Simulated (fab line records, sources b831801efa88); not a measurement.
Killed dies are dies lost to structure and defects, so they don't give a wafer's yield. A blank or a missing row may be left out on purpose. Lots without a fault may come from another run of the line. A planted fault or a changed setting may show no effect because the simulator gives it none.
Chamber matching | flow sky130 | SKY_VIA3_ETCH_14 on rie_diel-02: 4 sister chambers
The step etches BARC in N2/H2, stops on SiO2, time 45.9 s, target depth 60 nm. 4 wafers are shown with their chamber, then 8 later ones without.

WAFERS WITH THEIR CHAMBER
wafer  | chamber | drypump_motor_current_A (A)
L239.4 | 3       | 5.17
L243.1 | 1       | 5.96
L243.2 | 2       | 5.48
L245.2 | 0       | 5.80

WAFERS WITHOUT THEIR CHAMBER
wafer  | drypump_motor_current_A (A)
L245.4 | 5.17
L245.5 | 5.80
L253.2 | 5.83
L253.4 | 5.50
L253.6 | 5.93
L254.3 | 5.45
L254.4 | 5.74
L254.5 | 5.48

WHICH CHAMBER EACH WENT THROUGH
wafer  | from the rows above | in truth
L245.4 | 3                   | 3
L245.5 | 0                   | 0
L253.2 | 0                   | 0
L253.4 | 2                   | 2
L253.6 | 1                   | 1
L254.3 | 2                   | 2
L254.4 | 0                   | 0
L254.5 | 2                   | 2
Placed correctly: 8 of 8. Can't be placed from these rows: 0. Placed wrongly: 0.
How it was worked out, from the rows above alone: a wafer's distance from a chamber is the root of the sum, over the readings, of the square of ((its reading less the chamber's mean) divided by the reading's scatter). The wafer belongs to the nearest chamber; if the next one is less than 2 further off, it can't be placed. A chamber's mean is the mean of its shown wafers. The scatter: with one shown wafer a chamber, the root of the mean of the squares of how far each hidden wafer lies from its nearest shown one.
